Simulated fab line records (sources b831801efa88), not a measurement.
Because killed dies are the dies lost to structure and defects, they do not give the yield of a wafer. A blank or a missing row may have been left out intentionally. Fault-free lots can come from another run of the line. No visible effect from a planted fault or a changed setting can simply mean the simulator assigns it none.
Check of tool commonality | flow sky130 | 33 wafers sampled across 11 lots

== REASON FOR OPENING ==
Of 11 lots, 2 have the reading SD_N_RS flagged at SKY_SD_N_RS_MEAS_16. No-fault wafers: 68.56 ohm/sq, standard deviation 0.11.
Rule: a lot is flagged when every wafer of it that has a number lies more than 4 standard deviations from that mean, or none has a number. The rest of the lots are taken to be sound.

lot  | measured     | on            | SD_N_RS (ohm/sq), wafer by wafer | flag
L899 | day 29 16:23 | film metro-02 | 68.53 68.60 68.67                |
L900 | day 29 19:43 | film metro-03 | 68.51 68.59 68.42                |
L901 | day 30 15:53 | film metro-04 | 68.51 68.43 68.49                |
L902 | day 30 18:30 | film metro-02 | 68.53 68.60 68.73                |
L904 | day 31 07:07 | film metro-03 | 68.65 68.75 68.40                |
L906 | day 31 22:18 | film metro-04 | 68.84 68.70 68.66                |
L908 | day 32 11:32 | film metro-04 | 71.16 71.20 71.17                | FLAGGED
L911 | day 33 19:37 | film metro-04 | 71.32 71.08 71.20                | FLAGGED
L916 | day 35 17:01 | film metro-04 | 68.53 68.60 68.33                |
L918 | day 35 21:25 | film metro-03 | 68.57 68.55 68.63                |
L919 | day 36 05:41 | film metro-04 | 68.54 68.55 68.60                |
The numbers of the flagged lots are 71.19 ohm/sq on average: +2.63 ohm/sq against the usual, or +24 standard deviations.

== EACH LOT AND THE TOOL IT RAN ON ==
The record holds 2 process steps before the reading, out of a route of 708 steps. Cell contents, in order: the tool; ch with the chambers the sampled wafers went through; the start.
lot  | flag    | SKY_NWELL_RTA_28                 | SKY_SD_N_RTA_14
L899 |         | rtp anneal-02 ch 0, day 6 08:26  | rtp anneal-02 ch 0, day 29 16:13
L900 |         | rtp anneal-01 ch 0, day 6 09:08  | rtp anneal-01 ch 0, day 29 19:31
L901 |         | rtp anneal-02 ch 0, day 7 00:22  | rtp anneal-02 ch 0, day 30 15:43
L902 |         | rtp anneal-01 ch 0, day 7 01:05  | rtp anneal-02 ch 0, day 30 18:19
L904 |         | rtp anneal-01 ch 0, day 7 12:14  | rtp anneal-02 ch 0, day 31 06:56
L906 |         | rtp anneal-01 ch 0, day 7 23:07  | rtp anneal-02 ch 0, day 31 22:07
L908 | FLAGGED | rtp anneal-02 ch 0, day 8 12:07  | rtp anneal-02 ch 0, day 32 11:20
L911 | FLAGGED | rtp anneal-02 ch 0, day 9 16:38  | rtp anneal-02 ch 0, day 33 19:25
L916 |         | rtp anneal-02 ch 0, day 10 13:16 | rtp anneal-01 ch 0, day 35 16:50
L918 |         | rtp anneal-01 ch 0, day 11 08:16 | rtp anneal-01 ch 0, day 35 21:12
L919 |         | rtp anneal-01 ch 0, day 11 16:19 | rtp anneal-01 ch 0, day 36 05:31
What these steps do:
- SKY_NWELL_RTA_28: time 30 s.
- SKY_SD_N_RTA_14: time 2 s.
- SKY_SD_N_RS_MEAS_16: measures by four-point-probe.

== FLAGGED OVER TOTAL, TOOL BY TOOL (the gauges that took the reading come last) ==
step                | tool          | lots run | flagged | share of the flagged lots | sound lots run after its first flagged lot
SKY_NWELL_RTA_28    | rtp anneal-01 | 6        | 0       | none                      | -
SKY_NWELL_RTA_28    | rtp anneal-02 | 5        | 2       | all                       | 1 (L916)
SKY_SD_N_RTA_14     | rtp anneal-01 | 4        | 0       | none                      | -
SKY_SD_N_RTA_14     | rtp anneal-02 | 7        | 2       | all                       | 0
SKY_SD_N_RS_MEAS_16 | film metro-02 | 2        | 0       | none                      | -
SKY_SD_N_RS_MEAS_16 | film metro-03 | 3        | 0       | none                      | -
SKY_SD_N_RS_MEAS_16 | film metro-04 | 6        | 2       | all                       | 2 (L916,L919)

== WHAT IS ALLOWED BY THE TABLE ==
rtp anneal-02 at SKY_NWELL_RTA_28, rtp anneal-02 at SKY_SD_N_RTA_14 and film metro-04 at SKY_SD_N_RS_MEAS_16: these 3 rows of the table ran every flagged lot.
- rtp anneal-02 at SKY_NWELL_RTA_28: 2 of its 5 lots flagged. Lots that were sound ran on it after the first flagged one (L916); a persistent fault on the entire tool would not allow that.
- rtp anneal-02 at SKY_SD_N_RTA_14: 2 of its 7 lots flagged. A fault beginning between L906 (day 31 22:07), its last sound lot, and L908 (day 32 11:20), its first flagged one, fits the data. Its own readings (lamp power pct) fall more than 4 standard deviations out on all wafers of the flagged lots.
- film metro-04 at SKY_SD_N_RS_MEAS_16: 2 of its 6 lots flagged. Lots that were sound ran on it after the first flagged one (L916, L919); a persistent fault on the entire tool would not allow that.
Left over: one tool, rtp anneal-02 at SKY_SD_N_RTA_14.

== WHAT WAS PUT IN BY THE SIMULATOR ==
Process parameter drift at SKY_SD_N_RTA_14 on rtp anneal-02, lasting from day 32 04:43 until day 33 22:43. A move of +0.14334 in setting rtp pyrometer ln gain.
Lots struck among those shown: L908, L911. Same finding as the rule above.
